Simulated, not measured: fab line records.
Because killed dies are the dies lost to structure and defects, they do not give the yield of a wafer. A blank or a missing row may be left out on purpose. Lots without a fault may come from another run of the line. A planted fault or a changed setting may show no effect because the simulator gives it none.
A struck lot beside a sound one || flow sky130 || 16 out of 708 route steps
Sound: wafers L197.1, L197.3, L197.5. Struck: wafers L194.1, L194.3, L194.4. The cause comes at the end.
For every step that has rows: the tool of each side, followed by ch and its chambers, followed by its first start. Under that, the readings that differ: sound wafers || struck wafers || difference of the means || sigmas: that difference in standard deviations of wafers without a fault.
alike: same words and numbers on both sides, and readings whose means sit less than 2 such deviations apart. not compared: any withheld reading, any reading some wafer has no value for, any bound like >300 that may hide the same value, and any number with overlapping values for which the record gives no deviation.
Wherever a step has rows on one side only, a row that says differs or no value, or a row with sigmas, the two part there. Numbers that have no deviation but don't overlap get no sigmas and don't part them. Lack of a reading on every wafer of one side parts them only where that side has two or more wafers.

first, 3 steps without rows for these wafers: SKY_METAL1_EXPOSE_12 (exposes mask MM1, target cd 140 nm); SKY_METAL1_PEB_13; SKY_METAL1_DEVELOP_14 (develop time 60 s).
SKY_METAL1_CD_MEAS_15: the cd target is 140 nm.
  sound: cd_sem-01 at day 39 07:14; struck: cd_sem-02 at day 38 17:08
{"reading": "cd_nm (nm)", "sound": "142.4 141.2 140.0", "struck": "138.1 138.9 136.2", "difference": -3.5, "sigmas": -2}
SKY_METAL1_OVL_MEAS_16:
  sound: overlay-01 at day 39 07:21; struck: overlay-02 at day 38 17:16
  alike: METAL1_OVL
SKY_METAL1_DESCUM_17: chemistry O2, time 8 s.
  sound on rie_metal-02 ch 0,1, day 39 07:23; struck on rie_metal-04 ch 0,1, day 38 17:17
  alike: drypump_motor_current_A, oes_product_au
  not compared: rf_hours_counter_h
SKY_METAL1_ETCH_18: etches BARC in N2/H2, stops on SiO2, time 45.9 s, target depth 60 nm.
  sound on rie_metal-02 ch 0,1, day 39 07:25; struck on rie_metal-04 ch 0,1, day 38 17:20
  alike: bias_w, drypump_motor_current_A, n2_flow_sccm, oes_product_au, throttle_valve_pct
  not compared: rf_hours_counter_h
SKY_METAL1_METAL_ETCH_19: etches the open film in Cl2/BCl3, stops on SiO2, target depth 360 nm, time 78 s.
  sound on rie_metal-02 ch 0,1, day 39 07:29; struck on rie_metal-04 ch 0,1, day 38 17:23
  alike: bias_w, drypump_motor_current_A, oes_product_au, throttle_valve_pct
  not compared: rf_hours_counter_h
SKY_METAL1_STRIP_20: strips in O2/N2.
  sound on plasma_asher-01 ch 0,1, day 39 07:34; struck on plasma_asher-04 ch 0,1, day 38 17:29
  alike: drypump_motor_current_A, n2_flow_sccm, oes_product_au, strip_time_to_endpoint_s
  not compared: rf_hours_counter_h
then, 3 steps without rows for these wafers: SKY_METAL1_STRIP_21 (strips in post etch residue remover, time 1200 s); SKY_METAL1_CLEAN_22 (cleans in IPA, time 180 s); SKY_METAL1_CLEAN_23 (cleans in O3/DIW).
SKY_VIA1_HDPCVD_00: deposits SiO2, target thk 1030 nm, time 171.7 s.
  sound on hdpcvd-01 ch 0,1,2, day 39 08:10; struck on hdpcvd-02 ch 0,1,2, day 38 18:05
{"reading": "run_length_s (s)", "sound": "199.8 199.4 198.8", "struck": "188.7 189.5 189.1", "difference": -10.2, "sigmas": -24}
{"reading": "model.SiO2_of_VIA1_HDPCVD_00.thk_nm (nm)", "sound": "1039 1038 1035", "struck": "964.2 960.2 963.8", "difference": -74.6, "sigmas": ""}
SKY_VIA1_THK_MEAS_01:
  sound: film_metro-02 at day 39 08:16; struck: film_metro-03 at day 38 18:11
{"reading": "VIA1_HDPCVD_THK (nm)", "sound": "1039 1038 1036", "struck": "964 960 964", "difference": -75, "sigmas": -8}
SKY_VIA1_CMP_02: polishes SiO2.
  sound on cmp-02 ch 2,3, day 39 08:20; struck on cmp-01 ch 0,1,3, day 38 18:22
  alike: motor_current_A
-- the record jumps here: 11 days lie between the struck wafers' starts before and after (it left off in module VIA1 and takes up again in module PAD_OPEN, whose first step shown is number 708 of the route) --
SKY_PAD_OPEN_PROBE_99:
  sound: prober-01 at day 50 12:17; struck: prober-02 at day 50 06:01
{"reading": "killed_at_contacts", "sound": "18 12 15", "struck": "24 27 27", "difference": "+11", "sigmas": "+2"}
{"reading": "killed_at_other", "sound": "1 2 1", "struck": "0 0 0", "difference": -1, "sigmas": -2}
  alike: defect_limited_yield, killed_at_M0_to_M3, killed_at_M4_up, killed_at_front_end, killed_dies, killed_on_rim, killed_open, killed_short, sort_bin_3_pad_short, sort_bin_5_function, sort_bin_6_memory, sort_n_pass, sort_yield_pct

WHERE THEY PART
At SKY_METAL1_CD_MEAS_15 first; at SKY_PAD_OPEN_PROBE_99 last (within this record only).

WHY: the cause the simulator had injected
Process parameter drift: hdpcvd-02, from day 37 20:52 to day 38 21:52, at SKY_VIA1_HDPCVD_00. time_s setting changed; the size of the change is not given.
